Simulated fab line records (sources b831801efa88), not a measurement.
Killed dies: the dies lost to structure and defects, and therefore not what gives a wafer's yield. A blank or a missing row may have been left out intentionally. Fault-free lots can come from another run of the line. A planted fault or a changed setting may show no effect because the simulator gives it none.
Comparing a struck lot with a sound one | flow sky130 | 19 out of 708 route steps
Sound: these wafers, L649.2, L649.3, L649.6. Wafers struck: L663.3, L663.4, L663.6. The cause is named last.
Order at every step that has rows: each side's tool, ch and its chambers, its first start. Under that, the readings that differ: sound wafers | struck wafers | difference of the means | sigmas: that difference in standard deviations of wafers without a fault.
alike: words and numbers the same on both sides, and readings whose means are apart by under 2 such deviations; not compared: readings that were withheld, readings missing a value for some wafer, numbers with overlapping values and no deviation given by the record, and bounds like >300 which may hide the same value.
Wherever a step has rows on one side only, a row that says differs or no value, or a row with sigmas, the two part there. Non-overlapping numbers with no deviation appear without sigmas and do not part them. A reading missing from all wafers of one side parts the sides only when that side holds two or more wafers.

SKY_VIA1_ETCH_15: etches SiO2 in C4F8/O2/Ar, stops on TiN, target depth 351 nm, time 54 s.
  sound on rie-diel-04 ch 1,3, day 34 03:02; struck on rie-diel-04 ch 0,1,2, day 38 12:15
  alike: chamber-pressure-mTorr, oes-product-au
  not compared: rf-hours-counter-h
SKY_VIA1_STRIP_16: strips in O2/N2.
  sound on plasma-asher-03 ch 0,1, day 34 03:05; struck on plasma-asher-01 ch 0,1, day 38 12:20
  alike: chamber-pressure-mTorr, drypump-motor-current-A, oes-product-au, strip-time-to-endpoint-s
  not compared: rf-hours-counter-h
then, 3 steps without rows for these wafers: SKY_VIA1_STRIP_17 (strips in post etch residue remover, time 1200 s); SKY_VIA1_CLEAN_18 (cleans in IPA, time 180 s); SKY_VIA1_CLEAN_19 (cleans in O3/DIW).
SKY_VIA1_SPUTTER_20: material TiN, target thk 20 nm, time 80 s.
  struck on pvd-sputter-04, day 38 12:56; sound on pvd-sputter-02, day 34 03:40
  alike: cathode-dc-power-W, chamber-pressure-pa, throttle-valve-pct
then, 1 step without rows for these wafers: SKY_VIA1_CVD_21 (deposits W, target thk 270 nm, time 80.902 s).
SKY_VIA1_RS_MEAS_22: uses a four-point probe to measure.
  struck on film-metro-01, day 38 13:08; sound on film-metro-03, day 34 03:51
  reading            | sound             | struck            | difference | sigmas
  VIA1_W_RS (ohm/sq) | 0.418 0.422 0.423 | 0.427 0.438 0.434 | +0.012     | +2
SKY_VIA1_THK_MEAS_23: measures by xrf.
  struck on film-metro-01, day 38 13:14; sound on film-metro-03, day 34 03:58
  reading         | sound       | struck      | difference | sigmas
  VIA1_W_THK (nm) | 272 271 271 | 266 259 262 | -9         | -2
then, 2 steps without rows for these wafers: SKY_VIA1_CMP_24 (polishes, stops on SiO2, t overpolish 15 s, target thk 0 nm); SKY_METAL2_SPUTTER_00 (material Ti, target thk 15 nm, time 10 s).
SKY_METAL2_SPUTTER_01: material TiN, target thk 20 nm, time 16.7 s.
  struck on pvd-sputter-01, day 38 13:35; sound on pvd-sputter-03, day 34 04:20
  alike: cathode-dc-power-W, chamber-pressure-pa, throttle-valve-pct
SKY_METAL2_SPUTTER_02: material AlCu, target thk 250 nm, time 13.3 s.
  struck on pvd-sputter-01, day 38 13:37; sound on pvd-sputter-03, day 34 04:22
  no value came back on the struck wafers for cathode-dc-power-W (W), chamber-pressure-pa (Pa), throttle-valve-pct (%); on the sound wafers cathode-dc-power-W (W) reads 10604 10597 10598
SKY_METAL2_SPUTTER_03: material Ti, target thk 5 nm, time 3.3 s.
  struck on pvd-sputter-01, day 38 13:38; sound on pvd-sputter-03, day 34 04:23
  alike: cathode-dc-power-W, chamber-pressure-pa, throttle-valve-pct
then, 1 step without rows for these wafers: SKY_METAL2_SPUTTER_04 (material TiN, target thk 70 nm, time 58.3 s).
SKY_METAL2_RS_MEAS_05: uses a four-point probe to measure.
  struck on film-metro-04, day 38 13:45; sound on film-metro-03, day 34 04:28
  reading                 | sound                | struck               | difference | sigmas
  METAL2_ALCU_RS (ohm/sq) | 0.1259 0.1257 0.1262 | 8.3985 8.5316 8.4304 | +8.3276    | +99 or more
SKY_METAL2_THK_MEAS_06: measures by xrf.
  struck on film-metro-04, day 38 13:51; sound on film-metro-03, day 34 04:35
  reading              | sound       | struck   | difference | sigmas
  METAL2_ALCU_THK (nm) | 252 251 253 | <0 <0 <0 | differs    |
then, 1 step without rows for these wafers: SKY_METAL2_DEHYDRATE_07 (time 60 s).
-- the record jumps here: 11 days lie between the struck wafers' starts before and after (it left off in module METAL2 and takes up again in module PAD_OPEN, whose first step shown is number 708 of the route) --
SKY_PAD_OPEN_PROBE_99:
  struck on prober-01, day 49 04:39; sound on prober-02, day 45 20:56
  reading                  | sound          | struck         | difference | sigmas
  defect-limited-yield (%) | 83.9 84.6 82.7 | 0 0 0          | -84        | -47
  killed_at_M0_to_M3       | 41 34 44       | 448 453 468    | +417       | +64
  killed-dies              | 79 76 85       | 492 492 492    | +412       | +46
  killed-on-rim            | 15 11 15       | 96 96 96       | +82        | +19
  sort_bin_5_function (%)  | 7.7 10.6 10.6  | 92.3 92.7 95.5 | +83.9      | +52
  sort-n-pass              | 413 416 407    | 0 0 0          | -412       | -46
  sort-yield-pct (%)       | 83.9 84.6 82.7 | 0 0 0          | -84        | -47
  alike: killed_at_M4_up, killed-at-contacts, killed-at-front-end, killed-at-other, killed-open, killed-short, sort_bin_3_pad_short, sort_bin_6_memory

## WHERE THEY PART
Earliest at SKY_VIA1_RS_MEAS_22; latest, in this record, at SKY_PAD_OPEN_PROBE_99.

WHY: what the simulator had put in
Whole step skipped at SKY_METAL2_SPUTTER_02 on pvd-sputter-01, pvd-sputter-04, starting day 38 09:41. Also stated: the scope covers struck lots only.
